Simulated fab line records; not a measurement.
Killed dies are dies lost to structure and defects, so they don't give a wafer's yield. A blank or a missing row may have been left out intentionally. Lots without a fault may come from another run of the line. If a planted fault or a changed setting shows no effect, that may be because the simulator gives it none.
Comparing a struck lot with a sound one + flow sky130 + 14 steps out of a route of 708
Sound: the wafers L121.4, L121.5, L121.6. Wafers L108.1, L108.3, L108.6 were the ones struck. The cause comes at the end.
Per side, at each step with rows, come the tool, then ch with its chambers, and then its first start. Under that, the readings that differ: sound wafers + struck wafers + difference of the means + sigmas: that difference in standard deviations of wafers without a fault.
alike: same words and numbers on both sides, and readings whose means sit less than 2 such deviations apart. not compared: any withheld reading, any reading some wafer has no value for, any bound like >300 that may hide the same value, and any number with overlapping values for which the record gives no deviation.
A row with sigmas, a row that says differs or no value, or rows on one side alone: a step with any of these is where the two part. Non-overlapping numbers with no deviation appear without sigmas and do not part them. A reading missing from all wafers of one side parts the sides only when that side holds two or more wafers.

first, 2 steps without rows for these wafers: SKY_VIA4_PEB_09; SKY_VIA4_DEVELOP_10 (develop time 60 s).
SKY_VIA4_OVL_MEAS_11:
  sound on overlay-02, day 47 05:18; struck on overlay-01, day 44 09:19
  alike: VIA4_OVL
SKY_VIA4_ETCH_12: etches SiO2 in C4F8/O2/Ar, stops on TiN, target depth 580 nm.
  sound on rie_diel-04 ch 0,2,3, day 47 05:21; struck on rie_diel-02 ch 0,3, day 44 09:21
  alike: oes_product_au, rf_fwd_power_W
SKY_VIA4_STRIP_13: strips in O2/N2.
  sound on plasma_asher-02 ch 0,1, day 47 05:25; struck on plasma_asher-04 ch 1, day 44 09:26
  alike: drypump_motor_current_A, oes_product_au, strip_time_to_endpoint_s
  not compared: rf_hours_counter_h
then, 3 steps without rows for these wafers: SKY_VIA4_STRIP_14 (strips in post etch residue remover, time 1200 s); SKY_VIA4_CLEAN_15 (cleans in IPA, time 180 s); SKY_VIA4_CLEAN_16 (cleans in O3/DIW).
SKY_VIA4_SPUTTER_17: material TiN, target thk 20 nm, time 80 s.
  sound on pvd_sputter-03, day 47 05:59; struck on pvd_sputter-04, day 44 10:04
  alike: throttle_valve_pct
SKY_VIA4_CVD_18: deposits W, target thk 505 nm, time 152.14 s.
  sound on cvd_w-02 ch 0,1, day 47 06:05; struck on cvd_w-01 ch 0,1, day 44 10:07
  alike: heater_power_outer_w, heater_power_w
SKY_VIA4_RS_MEAS_19: measurement is done with a four-point probe.
  sound on film_metro-02, day 47 06:16; struck on film_metro-02, day 44 10:16
  alike: VIA4_W_RS
SKY_VIA4_THK_MEAS_20: measures by xrf.
  sound on film_metro-02, day 47 06:21; struck on film_metro-02, day 44 10:23
  alike: VIA4_W_THK
SKY_VIA4_CMP_21: polishes, stops on SiO2, t overpolish 25 s, target thk 0 nm.
  sound on cmp-02 ch 0,3, day 47 06:29; struck on cmp-01 ch 1,2,3, day 44 10:27
  no value came back on the struck wafers for any of 6 readings (edge_zone_pressure_frac, head_pressure_psi (psi) and others); on the sound wafers edge_zone_pressure_frac reads 1.006 0.996 1.012
| reading                                  | sound             | struck            | difference | sigmas |
|------------------------------------------|-------------------|-------------------|------------|--------|
| model.W_of_VIA4_CVD_18.thk_nm (nm)       | 0 0 0             | 511.4 503.3 497.1 | +503.9     |        |
| model.SiO2_of_VIA4_HDPCVD_00.thk_nm (nm) | 573.2 572.9 574.8 | 581 581.6 580.3   | +7         |        |
-- the record jumps here: 3 days lie between the struck wafers' starts before and after (it left off in module VIA4 and takes up again in module PAD_OPEN, whose first step shown is number 708 of the route) --
SKY_PAD_OPEN_PROBE_99:
  sound on prober-01, day 49 16:59; struck on prober-01, day 47 05:18
| reading                  | sound          | struck         | difference | sigmas      |
|--------------------------|----------------|----------------|------------|-------------|
| defect_limited_yield (%) | 82.7 82.7 81.3 | 0 0 0          | -82        | -46         |
| killed_at_M4_up          | 4 2 4          | 423 437 420    | +423       | +99 or more |
| killed_dies              | 85 85 92       | 492 492 492    | +405       | +45         |
| killed_on_rim            | 16 18 22       | 96 96 96       | +77        | +23         |
| sort_bin_3_pad_short (%) | 1.0 0.6 1.2    | 85.6 89.0 85.2 | +85.7      | +99 or more |
| sort_bin_5_function (%)  | 11.6 10.6 12.0 | 9.6 7.3 8.1    | -3.1       | -2          |
| sort_n_pass              | 407 407 400    | 0 0 0          | -405       | -45         |
| sort_yield_pct (%)       | 82.7 82.7 81.3 | 0 0 0          | -82        | -46         |
  alike: killed_at_M0_to_M3, killed_at_contacts, killed_at_front_end, killed_at_other, killed_open, killed_short, sort_bin_6_memory

WHERE THEY PART
Earliest at SKY_VIA4_CMP_21; latest, in this record, at SKY_PAD_OPEN_PROBE_99.

WHY: whatever the simulator had introduced
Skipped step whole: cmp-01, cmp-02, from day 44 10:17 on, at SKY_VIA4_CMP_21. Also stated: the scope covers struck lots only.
